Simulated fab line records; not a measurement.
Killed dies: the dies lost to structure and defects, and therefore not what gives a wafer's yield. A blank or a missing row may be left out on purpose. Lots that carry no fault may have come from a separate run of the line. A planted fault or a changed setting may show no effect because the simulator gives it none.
Which tool is to blame? | flow sky130 | 42 wafers from 15 lots sampled at 4 of the route's 708 steps

WHAT EACH GAUGE READ, for each wafer
SKY_FIELD_ISO_THK_MEAS_25.
lot  | measured    | on            | FIELD_ISO_CVD_24_THK (nm)
L774 | day 2 08:08 | film-metro-01 | 591 594 591
L775 | day 2 13:28 | film-metro-01 | 594 590 597
L776 | day 2 19:22 | film-metro-02 | 591 591 590
L777 | day 2 23:44 | film-metro-01 | 595 601 601
L778 | day 3 06:24 | film-metro-02 | 599 596 597
L779 | day 3 09:16 | film-metro-01 | 608 606 601
L782 | day 4 03:05 | film-metro-01 | 594 606
L784 | day 4 11:28 | film-metro-04 | 594 599
L787 | day 5 01:57 | film-metro-04 | 607 604
L791 | day 5 22:45 | film-metro-01 | 590 593 591
L793 | day 6 14:12 | film-metro-01 | 602 593 609
L794 | day 6 17:58 | film-metro-01 | 599 599 591
L795 | day 7 02:14 | film-metro-04 | 588 587 592
L796 | day 7 05:27 | film-metro-04 | 596 591 595
L797 | day 7 08:19 | film-metro-02 | 585 597 598

SKY_NWELL_RS_MEAS_29: the measuring method here is four-point-probe.
lot  | measured     | on            | NWELL_RS (ohm/sq)
L774 | day 5 08:59  | film-metro-01 | 626.7 623.0 623.3
L775 | day 5 13:32  | film-metro-01 | 626.1 623.4 623.7
L776 | day 5 21:41  | film-metro-03 | 624.6 626.6 625.9
L777 | day 6 01:09  | film-metro-02 | 623.6 623.6 623.2
L778 | day 6 08:34  | film-metro-03 | 625.7 624.7 622.4
L779 | day 6 11:47  | film-metro-02 | 625.5 626.4 626.4
L782 | day 7 08:20  | film-metro-01 | 622.9 623.7
L784 | day 7 19:35  | film-metro-03 | 624.2 623.8
L787 | day 8 18:34  | film-metro-02 | 624.2 622.1
L791 | day 9 15:33  | film-metro-03 | 625.7 626.2 626.9
L793 | day 10 05:04 | film-metro-03 | 625.7 624.8 625.2
L794 | day 10 11:41 | film-metro-01 | 622.1 622.4 621.3
L795 | day 10 20:35 | film-metro-02 | 624.0 623.6 625.3
L796 | day 11 01:34 | film-metro-01 | 624.5 625.0 623.0
L797 | day 11 12:21 | film-metro-03 | 625.1 624.2 625.0

SKY_VT_ADJUST_NCORE_CD_MEAS_07 targets a cd of 380 nm.
lot  | measured     | on        | cd-nm (nm)
L774 | day 8 13:53  | cd-sem-01 | 379.5 381.2 379.7
L775 | day 8 18:14  | cd-sem-02 | 379.9 378.4 378.6
L776 | day 9 05:08  | cd-sem-02 | 376.7 374.9 376.1
L777 | day 9 09:11  | cd-sem-02 | 377.4 377.7 378.1
L778 | day 9 18:49  | cd-sem-02 | 380.6 379.9 381.2
L779 | day 9 21:49  | cd-sem-01 | 380.7 378.6 379.4
L782 | day 10 22:26 | cd-sem-01 | 376.7 376.4
L784 | day 11 11:47 | cd-sem-01 | 376.6 380.2
L787 | day 12 15:19 | cd-sem-02 | 378.9 379.6
L791 | day 13 16:14 | cd-sem-02 | 375.6 377.9 374.4
L793 | day 14 07:25 | cd-sem-01 | 381.5 378.3 380.4
L794 | day 14 14:21 | cd-sem-01 | 375.7 377.9 376.6
L795 | day 15 00:37 | cd-sem-01 | 378.9 380.9 378.2
L796 | day 15 07:01 | cd-sem-01 | 379.3 381.1 378.1
L797 | day 15 19:47 | cd-sem-01 | 376.5 379.5 377.8

TOOL THAT RAN EACH LOT (tool first, then ch and the chambers of the sampled wafers, then the start)
lot  | SKY_VT_ADJUST_HVTP_SOFTBAKE_03
L774 | litho-track-03 ch 0, day 5 17:32
L775 | litho-track-04 ch 0, day 5 21:59
L776 | litho-track-04 ch 0, day 6 06:59
L777 | litho-track-01 ch 0, day 6 10:45
L778 | litho-track-04 ch 0, day 6 18:28
L779 | litho-track-01 ch 0, day 6 21:08
L782 | litho-track-04 ch 0, day 7 18:08
L784 | litho-track-04 ch 0, day 8 05:29
L787 | litho-track-04 ch 0, day 9 05:34
L791 | litho-track-01 ch 0, day 10 02:51
L793 | litho-track-03 ch 0, day 10 16:19
L794 | litho-track-01 ch 0, day 10 23:18
L795 | litho-track-01 ch 0, day 11 08:29
L796 | litho-track-04 ch 0, day 11 13:25
L797 | litho-track-04 ch 0, day 12 00:32
- SKY_VT_ADJUST_HVTP_SOFTBAKE_03: time 60 s.

WHAT THE TOOLS THEMSELVES READ (means of the sampled wafers that have a number; where no wafer has one, the mark that the record gives instead)
SKY_VT_ADJUST_HVTP_SOFTBAKE_03.
lot  | tool           | resist-line-temp-C (C) | run-length-s (s)
L774 | litho-track-03 | 23.28                  | 88.9
L775 | litho-track-04 | 23.09                  | 89.6
L776 | litho-track-04 | 23.00                  | 89.6
L777 | litho-track-01 | 23.13                  | 88.8
L778 | litho-track-04 | 22.87                  | 89.6
L779 | litho-track-01 | 23.01                  | 88.8
L782 | litho-track-04 | 23.03                  | 106.2
L784 | litho-track-04 | 22.97                  | 106.1
L787 | litho-track-04 | 22.95                  | 97.8
L791 | litho-track-01 | 23.07                  | 88.6
L793 | litho-track-03 | 23.04                  | 89.0
L794 | litho-track-01 | 22.84                  | 88.8
L795 | litho-track-01 | 22.93                  | 88.9
L796 | litho-track-04 | 22.97                  | 89.5
L797 | litho-track-04 | 22.96                  | 89.5

THE ANSWER, worked out from the rows above alone
Rule: usual is defined by the lots themselves. The widest of any qualifying gaps counts: lots, ordered by their means at a reading, are off when they make up no more than a third of the lots, leave a main group of 4 or more, and stand apart from it by 3 or more times the standard deviation of that group's means. Not used: any main group whose means are identical at the precision the tables above print for the reading. A lot without any number at a reading at which 4 lots or more have one is off too. Where the step has rows for the other lots, those lots are counted as sound. After the gauges, taken in route order, come the tools' own readings; for these a lot's mean is taken, as printed above. At the first step where some lot is off, the reading lying furthest off is the one used; lots without a number count as furthest.
Off at SKY_VT_ADJUST_HVTP_SOFTBAKE_03 (run-length-s): L782, L784, L787. The main group has a mean of 89.1 s with a standard deviation of 0.37.
If a tool, at that step or one of the process steps before it, ran each lot that is off and ran no sound lot following the first of them, it fits. None of those tried fits.

WHAT HAD BEEN PUT IN BY THE SIMULATOR
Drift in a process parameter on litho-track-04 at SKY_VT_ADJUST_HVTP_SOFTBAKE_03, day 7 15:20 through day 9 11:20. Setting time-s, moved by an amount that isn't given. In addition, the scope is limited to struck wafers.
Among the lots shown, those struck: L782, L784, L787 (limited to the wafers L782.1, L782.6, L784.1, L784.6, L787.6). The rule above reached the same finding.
